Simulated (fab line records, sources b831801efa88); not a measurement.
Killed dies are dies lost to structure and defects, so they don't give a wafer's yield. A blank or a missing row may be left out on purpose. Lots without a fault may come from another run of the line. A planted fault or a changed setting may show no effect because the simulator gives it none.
One fault seen from 2 desks | flow gf180mcu | each desk has only its own numbers; what lay behind them comes last

THE TOOL OWNER'S DESK: implanter-01
The tool's own readings at GF_DNWELL_IMPLANT_07: means of the sampled wafers that have a number, for each lot that ran on this tool. A lot is out of limits, marked OUT, if its mean lies more than 4 standard deviations from the usual mean; the brackets give that distance.
Columns: A = end_station_pressure_torr at GF_DNWELL_IMPLANT_07, usual 5.06e-06 Torr; B = tilt_deg at GF_DNWELL_IMPLANT_07, usual -0.002 degrees
lot  | first seen here | A        | B
L636 | day 3 04:25     | 5.08e-06 | 0.004
L641 | day 4 08:28     | 5.14e-06 | -0.003
L644 | day 5 00:49     | 4.93e-06 | 0.003
L647 | day 5 15:55     | 5.14e-06 | 5.229 (+99 or more) OUT
L653 | day 6 23:49     | 4.89e-06 | 5.257 (+99 or more) OUT
This desk's finding: out of limits on L647, L653; first on L647, day 5 15:55 (tilt_deg at GF_DNWELL_IMPLANT_07). In limits: L636, L641, L644.

THE METROLOGY DESK
What the gauges read, lot by lot, whatever tool the lot ran on: means of the sampled wafers that have a number. A lot is out of limits, marked OUT, if its mean lies more than 4 standard deviations from the usual mean; the brackets give that distance.
Columns: A = DNWELL_TW at GF_DNWELL_TW_MEAS_09, usual 1352; B = PSD_RS at GF_PSD_RS_MEAS_15, usual 108.66 ohm/sq; C = CONTACT_CVD_00_THK at GF_CONTACT_THK_MEAS_01, usual 297 nm
lot  | first seen here | A               | B      | C
L636 | day 3 04:40     | 1333            | 108.82 | 295
L640 | day 4 02:40     | 1374            | 108.53 | 297
L641 | day 4 08:43     | 1365            | 108.46 | 300
L642 | day 4 11:40     | 1361            | 108.74 | 301
L643 | day 4 17:38     | 1337            | 108.74 | 296
L644 | day 5 01:04     | 1353            | 108.75 | 301
L645 | day 5 05:13     | 1355            | 108.69 | 292
L647 | day 5 16:10     | 1527 (+8.8) OUT | 108.70 | 296
L653 | day 7 00:04     | 1536 (+9.2) OUT | 108.57 | 296
L654 | day 7 04:34     | 1378            | 107.95 | 299
L655 | day 7 12:01     | 1388            | 108.81 | 298
L656 | day 7 15:30     | 1345            | 108.48 | 296
L657 | day 7 20:34     | 1336            | 108.83 | 295
This desk's finding: out of limits on L647, L653; first on L647, day 5 16:10 (DNWELL_TW at GF_DNWELL_TW_MEAS_09). In limits: L636, L640, L641, L642, L643, L644, L645, L654, L655, L656, L657.

PUT TOGETHER
The tool owner's desk could have raised an alarm at day 5 15:55, on L647, L653.
The metrology desk could have raised an alarm at day 5 16:10, on L647, L653.
Of the lots named, all ran GF_DNWELL_IMPLANT_07 on implanter-01.

WHAT THE SIMULATOR HAD PUT IN
Process parameter drift: implanter-01, from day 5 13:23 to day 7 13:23, at GF_DNWELL_IMPLANT_07. Setting tilt_deg, moved by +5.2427, from 0. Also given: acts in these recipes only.
Lots struck among those shown: L647, L653.
Hours from the fault's start to each desk's first reading out of limits: the tool owner's desk, 3; the metrology desk, 3.
